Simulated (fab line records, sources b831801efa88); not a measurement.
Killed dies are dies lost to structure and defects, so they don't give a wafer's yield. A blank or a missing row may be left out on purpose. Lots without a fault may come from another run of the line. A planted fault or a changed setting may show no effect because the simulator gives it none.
Which tool did it? | flow sky130 | 13 lots, 39 wafers sampled, at 2 steps of a route of 708

WHAT THE GAUGES READ, wafer by wafer
SKY_FIELD_ISO_THK_MEAS_02.
lot  | measured    | on            | FIELD_ISO_OXIDATION_00_THK (nm)
L863 | day 1 13:22 | film_metro-04 | 12.12 12.14 12.30
L864 | day 1 16:46 | film_metro-04 | 12.16 12.03 12.04
L865 | day 1 23:40 | film_metro-02 | 12.36 12.25 12.30
L866 | day 2 02:38 | film_metro-04 | 12.02 12.38 12.15
L871 | day 3 04:46 | film_metro-04 | 12.18 11.81 12.03
L872 | day 3 09:16 | film_metro-02 | 12.11 12.11 12.03
L874 | day 3 20:26 | film_metro-03 | 12.11 12.24 12.18
L877 | day 4 09:38 | film_metro-04 | 12.23 12.27 12.03
L878 | day 4 14:40 | film_metro-04 | 12.15 12.07 12.02
L879 | day 4 19:38 | film_metro-03 | 12.10 12.20 12.30
L880 | day 5 01:07 | film_metro-02 | 11.73 11.68 11.88
L881 | day 5 06:47 | film_metro-03 | 12.36 12.43 12.24
L886 | day 6 07:16 | film_metro-04 | 12.01 12.06 12.26

SKY_FIELD_ISO_THK_MEAS_04.
lot  | measured    | on            | FIELD_ISO_CVD_03_THK (nm)
L863 | day 1 15:53 | film_metro-03 | 164.8 164.3 164.3
L864 | day 1 19:09 | film_metro-03 | 163.5 164.6 165.9
L865 | day 2 01:57 | film_metro-02 | 165.3 165.6 165.0
L866 | day 2 04:29 | film_metro-04 | 166.0 166.9 166.1
L871 | day 3 06:36 | film_metro-04 | 162.8 162.9 161.1
L872 | day 3 11:06 | film_metro-03 | 165.5 164.5 167.3
L874 | day 3 22:56 | film_metro-02 | 166.3 166.3 164.0
L877 | day 4 11:53 | film_metro-03 | 165.4 166.0 166.2
L878 | day 4 16:31 | film_metro-03 | 164.0 167.0 166.2
L879 | day 4 22:30 | film_metro-03 | 164.1 162.4 164.2
L880 | day 5 02:58 | film_metro-03 | 167.4 167.7 167.2
L881 | day 5 08:49 | film_metro-04 | 165.3 164.0 163.9
L886 | day 6 10:00 | film_metro-02 | 166.0 166.0 165.5

WHICH TOOL RAN EACH LOT (tool, then ch and the chambers of the sampled wafers, then the start)
The record holds no process step before these readings.

WHAT THE TOOLS THEMSELVES READ (means of the sampled wafers that have a number; where no wafer has one, the mark that the record gives instead)
The record holds no such reading with a usual standard deviation.

THE ANSWER, worked out from the rows above alone
Rule: what is usual is taken from the lots themselves. Put in order of their means at a reading, lots are off if they are a third of the lots or fewer, leave a main group of 4 or more, and stand apart from it by a gap of 3 or more times the standard deviation of the main group's means; of several such gaps the widest counts. A main group whose means are all the same, to the digits that the tables above print for the reading, isn't used. A lot without any number at a reading at which 4 lots or more have one is off too. The other lots that the step has rows for count as sound. The gauges are gone through in route order, then the tools' own readings, and for those a lot's mean is taken as printed above. The first step at which some lot is off is used, and at that step the reading that is off furthest; a lot without a number counts as furthest.
No lot is off at any reading shown: from this, nothing can be told.

WHAT THE SIMULATOR HAD PUT IN
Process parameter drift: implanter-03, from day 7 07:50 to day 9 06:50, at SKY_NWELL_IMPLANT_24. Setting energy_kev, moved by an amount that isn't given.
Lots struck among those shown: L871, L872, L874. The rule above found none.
